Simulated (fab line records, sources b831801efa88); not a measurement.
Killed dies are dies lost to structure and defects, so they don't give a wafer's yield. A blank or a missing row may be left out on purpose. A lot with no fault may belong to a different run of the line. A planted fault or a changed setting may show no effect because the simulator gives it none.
Which of the tools did it? | flow sky130 | 13 lots with 39 wafers sampled at 4 steps, on a route of 708 steps

## WHAT THE GAUGES READ, wafer by wafer
SKY_METAL2_CD_MEAS_15 targets a cd of 140 nm.
lot  | measured     | on        | cd nm (nm)
L144 | day 35 09:26 | cd sem-01 | 140.5 142.3 140.6
L146 | day 35 23:29 | cd sem-01 | 140.4 138.5 138.9
L148 | day 36 07:55 | cd sem-01 | 140.4 141.3 141.3
L150 | day 37 06:20 | cd sem-02 | 138.0 140.9 139.0
L151 | day 37 17:01 | cd sem-01 | 140.3 140.8 141.4
L152 | day 37 17:59 | cd sem-01 | 139.9 139.3 139.2
L155 | day 38 20:09 | cd sem-02 | 139.5 141.4 139.7
L156 | day 39 04:41 | cd sem-01 | 141.2 140.7 140.6
L157 | day 39 09:08 | cd sem-02 | 140.3 141.7 140.8
L164 | day 41 19:31 | cd sem-02 | 139.5 141.8 139.3
L167 | day 42 06:11 | cd sem-01 | 142.7 142.4 140.9
L165 | day 42 06:17 | cd sem-02 | 139.3 137.5 138.3
L166 | day 42 10:02 | cd sem-01 | 141.0 140.5 141.1

SKY_VIA2_THK_MEAS_23: measures by xrf.
lot  | measured     | on            | VIA2_W_THK (nm)
L144 | day 36 14:38 | film metro-01 | 417 417 415
L146 | day 37 04:07 | film metro-04 | 439 441 438
L148 | day 37 12:59 | film metro-01 | 422 420 425
L150 | day 38 10:13 | film metro-04 | 436 438 438
L151 | day 38 22:00 | film metro-01 | 427 422 434
L152 | day 38 22:35 | film metro-02 | 444 439 446
L155 | day 39 23:52 | film metro-01 | 430 429 435
L156 | day 40 08:25 | film metro-02 | 440 440 435
L157 | day 40 12:07 | film metro-04 | 420 420 415
L164 | day 42 22:14 | film metro-04 | 434 442 434
L167 | day 43 08:10 | film metro-02 | 451 463 451
L165 | day 43 08:27 | film metro-04 | 439 438 442
L166 | day 43 12:04 | film metro-04 | 429 425 425

## WHICH TOOL RAN EACH LOT (tool, then ch and the chambers of the sampled wafers, then the start)
lot  | SKY_VIA2_DEVELOP_11               | SKY_VIA2_ETCH_15
L144 | litho track-04 ch 0, day 36 13:00 | rie diel-04 ch 0,2,3, day 36 13:35
L146 | litho track-03 ch 0, day 37 02:00 | rie diel-01 ch 0,1,3, day 37 02:49
L148 | litho track-01 ch 0, day 37 11:00 | rie diel-04 ch 0,1, day 37 11:57
L150 | litho track-03 ch 0, day 38 08:00 | rie diel-01 ch 0,2,3, day 38 09:16
L151 | litho track-03 ch 0, day 38 20:00 | rie diel-03 ch 1,2, day 38 21:01
L152 | litho track-04 ch 0, day 38 21:00 | rie diel-01 ch 0,1, day 38 21:35
L155 | litho track-04 ch 0, day 39 22:00 | rie diel-04 ch 0,1, day 39 22:47
L156 | litho track-01 ch 0, day 40 06:00 | rie diel-04 ch 1,2,3, day 40 07:12
L157 | litho track-03 ch 0, day 40 10:00 | rie diel-03 ch 0,1,2, day 40 11:10
L164 | litho track-04 ch 0, day 42 20:00 | rie diel-01 ch 2,3, day 42 21:17
L167 | litho track-03 ch 0, day 43 06:00 | rie diel-03 ch 1,2, day 43 07:13
L165 | litho track-04 ch 0, day 43 07:00 | rie diel-01 ch 0,1,2, day 43 07:29
L166 | litho track-03 ch 0, day 43 10:00 | rie diel-01 ch 0,1,2, day 43 11:07
- SKY_VIA2_DEVELOP_11: develop time 60 s.
- SKY_VIA2_ETCH_15: etches SiO2 in C4F8/O2/Ar, stops on TiN, target depth 546 nm, time 84 s.

## AS READ BY THE TOOLS THEMSELVES (means over the sampled wafers that have a number; for cases with no such wafer, the mark the record gives instead)
SKY_VIA2_DEVELOP_11.
lot  | tool           | developer temp C (C) | exhaust pa (Pa)
L144 | litho track-04 | 21.14                | 45.4
L146 | litho track-03 | 21.01                | 45.0
L148 | litho track-01 | 21.07                | 45.0
L150 | litho track-03 | 20.98                | 45.5
L151 | litho track-03 | 20.91                | 44.7
L152 | litho track-04 | 20.88                | 45.3
L155 | litho track-04 | 21.11                | 44.9
L156 | litho track-01 | 20.90                | 45.5
L157 | litho track-03 | 21.04                | 45.4
L164 | litho track-04 | 20.11                | 44.6
L167 | litho track-03 | 20.92                | 44.5
L165 | litho track-04 | 20.24                | 44.7
L166 | litho track-03 | 21.07                | 45.9

SKY_VIA2_ETCH_15.
lot  | tool        | oes product au (a.u.)
L144 | rie diel-04 | 0.935
L146 | rie diel-01 | 0.941
L148 | rie diel-04 | 0.933
L150 | rie diel-01 | 0.937
L151 | rie diel-03 | 0.943
L152 | rie diel-01 | 0.944
L155 | rie diel-04 | 0.943
L156 | rie diel-04 | 0.944
L157 | rie diel-03 | 0.941
L164 | rie diel-01 | 0.940
L167 | rie diel-03 | 0.942
L165 | rie diel-01 | 0.941
L166 | rie diel-01 | 0.939

## THE ANSWER, worked out from the rows above alone
Rule: what is usual is taken from the lots themselves. The widest of any qualifying gaps counts: lots, ordered by their means at a reading, are off when they make up no more than a third of the lots, leave a main group of 4 or more, and stand apart from it by 3 or more times the standard deviation of that group's means. If all means in a main group match to the digits the tables above print for the reading, that group is not used. Also off: a lot with no number at a reading for which 4 or more lots have one. All remaining lots with rows at the step are treated as sound. The gauges are gone through in route order, then the tools' own readings, and for those a lot's mean is taken as printed above. The first step at which some lot is off is used, and at that step the reading that is off furthest; a lot without a number counts as furthest.
Off, at SKY_VIA2_DEVELOP_11 on developer temp C: L164, L165. Main group: mean 21.00 C, sd 0.087.
If a tool, at that step or one of the process steps before it, ran each lot that is off and ran no sound lot following the first of them, it fits. One fits: litho track-04 at SKY_VIA2_DEVELOP_11. Its last sound lot is L155 (day 39 22:00), its first lot that is off L164 (day 42 20:00): a fault that began between those two fits.
On the lots that are off, the tool's own readings at SKY_VIA2_DEVELOP_11 differ by more than 5 times the standard deviation of the sound lots' means, which bears it out; developer temp C reads 20.17 C there versus 21.00 C on the sound lots.

## WHAT THE SIMULATOR HAD PUT IN
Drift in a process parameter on litho track-04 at SKY_VIA2_DEVELOP_11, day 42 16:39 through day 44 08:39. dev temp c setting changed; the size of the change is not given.
Struck lots among those shown: L164, L165. The rule given above showed the same thing.
